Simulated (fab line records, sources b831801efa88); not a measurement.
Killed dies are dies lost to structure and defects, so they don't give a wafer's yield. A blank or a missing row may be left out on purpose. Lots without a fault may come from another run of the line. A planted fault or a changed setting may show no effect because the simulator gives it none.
One fault seen from 2 desks | flow gf180mcu | each desk has only its own numbers; what lay behind them comes last

THE METROLOGY DESK
What the gauges read, lot by lot, whatever tool the lot ran on: means of the sampled wafers that have a number. A lot is out of limits, marked OUT, if its mean lies more than 4 standard deviations from the usual mean; the brackets give that distance.
Columns: A = cd_nm at GF_M3_CD_MEAS_14, usual 279.8 nm; B = V3_W_RS at GF_V3_RS_MEAS_24, usual 0.327 ohm/sq; C = V3_W_THK at GF_V3_THK_MEAS_25, usual 347 nm
lot  | first seen here | A     | B               | C
L613 | day 21 22:56    | 278.1 | 0.328           | 349
L615 | day 22 17:01    | 281.0 | 0.326           | 349
L616 | day 23 00:32    | 279.2 | 0.322           | 348
L617 | day 23 12:35    | 276.7 | 0.323           | 346
L618 | day 23 17:47    | 281.2 | 0.324           | 353
L619 | day 24 00:53    | 281.9 | 0.326           | 344
L623 | day 25 18:25    | 281.7 | 0.323           | 356
L624 | day 25 19:31    | 279.4 | 0.467 (+40) OUT | 269 (-15) OUT
L626 | day 26 08:32    | 283.2 | 0.465 (+39) OUT | 271 (-14) OUT
L629 | day 27 07:30    | 279.6 | 0.325           | 353
L630 | day 27 10:46    | 279.5 | 0.326           | 345
L633 | day 28 08:18    | 278.9 | 0.331           | 344
This desk's finding: out of limits on L624, L626; first on L624, day 26 18:53 (V3_W_RS at GF_V3_RS_MEAS_24). In limits: L613, L615, L616, L617, L618, L619, L623, L629, L630, L633.

THE TOOL OWNER'S DESK: cvd_w-02
The tool's own readings at GF_V3_CVD_23 (deposits W, target thk 350 nm, time 104.9 s): means of the sampled wafers that have a number, for each lot that ran on this tool. A lot is out of limits, marked OUT, if its mean lies more than 4 standard deviations from the usual mean; the brackets give that distance.
Columns: A = heater_power_w at GF_V3_CVD_23, usual 843 W
lot  | first seen here | A
L615 | day 23 18:43    | 784
L616 | day 24 01:35    | 791
L617 | day 24 13:02    | 787
L619 | day 25 00:05    | 783
L623 | day 26 17:32    | 793
L624 | day 26 18:47    | 800
L626 | day 27 07:20    | 783
This desk's finding: nothing out of limits on any of the 7 lots.

PUT TOGETHER
The metrology desk could have raised an alarm at day 26 18:53, on L624, L626.
The tool owner's desk saw nothing out of limits.
The tool owner's desk has L624, L626 on record, within its limits.
Of the lots named, all ran GF_V3_CVD_23 on cvd_w-02.

WHAT THE SIMULATOR HAD PUT IN
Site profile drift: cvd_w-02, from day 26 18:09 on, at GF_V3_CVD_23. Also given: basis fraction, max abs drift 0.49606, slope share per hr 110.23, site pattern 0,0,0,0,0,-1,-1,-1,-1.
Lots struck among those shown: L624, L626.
Hours from the fault's start to each desk's first reading out of limits: the metrology desk, 1.
